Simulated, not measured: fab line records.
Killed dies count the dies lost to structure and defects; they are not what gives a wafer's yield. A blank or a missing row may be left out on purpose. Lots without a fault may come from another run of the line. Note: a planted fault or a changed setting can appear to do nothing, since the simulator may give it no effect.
Problem report in the 8D (eight disciplines) form, filled by code / flow sky130 / the parts of the form that need people (team, actions taken, sign-off) are left out

== 1. PROBLEM STATEMENT ==
Wafers free of any fault read 2596 (standard deviation 13) for LDD_N_TW at SKY_LDD_N_TW_MEAS_17, against a mean of 2513 on 9 wafers of 3 lots. That is -6.4 standard deviations from the usual mean.
Seen first at day 19 09:01 on film_metro-03, wafer L303.1. Wafers with a number at this step in the record: 36, from 12 lots. The rule behind "out" and "out of limits": a value lying over 4 standard deviations away from the usual mean. The other wafers with a number count as sound.

== 2. WHAT THIS IS AND IS NOT ==
question=which readings at this step | is=LDD_N_TW | is not=-
question=which lots | is=L303, L304, L306 | is not=L298, L299, L300, L301, L311, L312, L315, L317, L320
question=which wafers of those lots | is=all that have a number | is not=-
question=read on which gauges | is=film_metro-01, film_metro-03 | is not=film_metro-02
question=when | is=from day 19 09:01 | is not=up to then (12 sound wafers); but 15 sound wafers of L311, L312, L315, L317, L320 came after

== 3. WHAT RULES OUT EACH SUSPECT ==
Counting: a tool at any process step up to the reading remains a suspect when it ran all the lots that are out and ran no sound lot after the first of those.
- the gauge at SKY_LDD_N_TW_MEAS_17 is ruled out. Those wafers that are out were read across 2 gauges (film_metro-01, film_metro-03).
- implanter-03 at SKY_LDD_N_IMPLANT_09: ruled out as a lasting fault. Following L303 (day 19 07:52), the first lot on it that is out, the sound lots L317, L320 were run on it.
- plasma_asher-03 at SKY_LDD_N_STRIP_16 (strips in O2/N2): ruled out as a lasting fault. Following L303 (day 19 08:55), the first lot on it that is out, the sound lots L315, L317, L320 were run on it.
Left after counting: nothing in the record.

== 4. THE CAUSE (what the simulator had put in) ==
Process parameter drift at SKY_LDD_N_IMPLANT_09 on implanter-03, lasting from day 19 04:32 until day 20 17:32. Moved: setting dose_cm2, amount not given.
Counting ruled it out, wrongly: the rule takes a fault to strike every lot that its tool runs from its start on, and this one did not.

== 5. THE EFFECT CHAIN, in route order ==
One row per reading whose mean, taken over the struck wafers that have a number, lies over 3 standard deviations from the usual. Only readings whose record carries a usual standard deviation are examined. hours: median over the lots of the time between each lot's start at the first step of this table that gives one and its start at this step. sigmas: the change, counted in usual standard deviations.
hours=0; step=SKY_LDD_N_IMPLANT_09; reading=dose_ions_cm2; usual=7.502e+13; on struck wafers=3.233e+13; change=-4.269e+13; sigmas=-99 or more
hours=0; step=SKY_LDD_N_IMPLANT_09; reading=faraday_current_uA; usual=422; on struck wafers=182; change=-240; sigmas=-28
hours=1; step=SKY_LDD_N_STRIP_16; reading=strip_time_to_endpoint_s; usual=4.313 s; on struck wafers=4.194; change=-0.119; sigmas=-8.5
hours=1; step=SKY_LDD_N_TW_MEAS_17; reading=LDD_N_TW; usual=2596; on struck wafers=2513; change=-83; sigmas=-6.4
The process steps in it:
- SKY_LDD_N_IMPLANT_09
- SKY_LDD_N_STRIP_16: strips in O2/N2.

== 6. WHAT WOULD HAVE CAUGHT IT SOONER ==
In this record the first reading out of limits at a measuring or inspecting step was taken at day 19 09:01, 4 hours after the fault began at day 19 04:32.
At SKY_LDD_N_IMPLANT_09, the tool's own readings (dose_ions_cm2, faraday_current_uA) were out on each struck wafer the step has a row for, so an alarm limit on them would have fired on the first such wafer.
